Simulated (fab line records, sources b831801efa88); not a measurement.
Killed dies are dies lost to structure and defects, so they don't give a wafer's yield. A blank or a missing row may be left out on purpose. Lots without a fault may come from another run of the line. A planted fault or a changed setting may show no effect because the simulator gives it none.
Which tool did it? | flow sky130 | 10 lots, 30 wafers sampled, at 3 steps of a route of 708

WHAT THE GAUGES READ, wafer by wafer
SKY_VIA4_RS_MEAS_19: measures by four-point-probe.
lot  | measured     | on            | VIA4_W_RS (ohm/sq)
L986 | day 44 15:44 | film_metro-03 | 0.2274 0.2231 0.2270
L987 | day 45 09:25 | film_metro-01 | 0.2258 0.2260 0.2209
L988 | day 45 20:21 | film_metro-03 | 0.2253 0.2251 0.2280
L989 | day 46 02:31 | film_metro-01 | 0.2259 0.2294 0.2242
L990 | day 46 06:49 | film_metro-03 | 0.2296 0.2250 0.2242
L991 | day 46 09:35 | film_metro-01 | 0.2257 0.2207 0.2219
L996 | day 47 22:03 | film_metro-03 | 0.2289 0.2283 0.1751
L101 | day 49 01:01 | film_metro-03 | 0.1746 0.2247 0.2241
L102 | day 49 10:11 | film_metro-01 | 0.2204 0.2242 0.2241
L108 | day 50 10:21 | film_metro-03 | 0.2228 0.2259 0.2218

WHICH TOOL RAN EACH LOT (tool, then ch and the chambers of the sampled wafers, then the start)
lot  | SKY_METAL4_METAL_ETCH_18          | SKY_VIA4_CVD_18
L986 | rie_metal-03 ch 0,1, day 43 13:49 | cvd_w-02 ch 0,1, day 44 15:33
L987 | rie_metal-04 ch 0,1, day 44 08:22 | cvd_w-01 ch 0,1, day 45 09:16
L988 | rie_metal-03 ch 0,1, day 44 19:22 | cvd_w-02 ch 0,1, day 45 20:13
L989 | rie_metal-01 ch 0,1, day 45 01:25 | cvd_w-01 ch 0,1, day 46 02:21
L990 | rie_metal-03 ch 0,1, day 45 05:54 | cvd_w-02 ch 0,1, day 46 06:40
L991 | rie_metal-03 ch 0,1, day 45 09:07 | cvd_w-01 ch 0,1, day 46 09:26
L996 | rie_metal-01 ch 0,1, day 46 22:56 | cvd_w-02 ch 0,1, day 47 21:54
L101 | rie_metal-01 ch 0,1, day 48 02:09 | cvd_w-02 ch 0,1, day 49 00:52
L102 | rie_metal-01 ch 0,1, day 48 11:24 | cvd_w-01 ch 0,1, day 49 10:01
L108 | rie_metal-03 ch 0,1, day 49 13:22 | cvd_w-01 ch 0, day 50 10:11
- SKY_METAL4_METAL_ETCH_18: etches the open film in Cl2/BCl3, stops on SiO2, target depth 845 nm, time 183.1 s.
- SKY_VIA4_CVD_18: deposits W, target thk 505 nm, time 152.14 s.

THE ANSWER, worked out from the rows above alone
Rule: what is usual is taken from the lots themselves. Put in order of their means at a reading, lots are off if they are a third of the lots or fewer, leave a main group of 4 or more, and stand apart from it by a gap of 3 or more times the standard deviation of the main group's means; of several such gaps the widest counts. A main group whose means are all the same, to the digits that the tables above print for the reading, isn't used. A lot without any number at a reading at which 4 lots or more have one is off too. The other lots that the step has rows for count as sound.
Off: L996, L101, at SKY_VIA4_RS_MEAS_19 (VIA4_W_RS). The main group: mean 0.2248 ohm/sq, standard deviation 0.0015.
A tool fits if, at a process step before that reading, it ran every lot that is off, and no sound lot after the first of them. The gauges at SKY_VIA4_RS_MEAS_19 are tried like those tools. One fits: cvd_w-02 at SKY_VIA4_CVD_18. Its last sound lot is L990 (day 46 06:40), its first lot that is off L996 (day 47 21:54): a fault that began between those two fits.

WHAT THE SIMULATOR HAD PUT IN
Process parameter drift: cvd_w-02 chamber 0, from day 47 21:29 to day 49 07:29, at SKY_VIA4_CVD_18. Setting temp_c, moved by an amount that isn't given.
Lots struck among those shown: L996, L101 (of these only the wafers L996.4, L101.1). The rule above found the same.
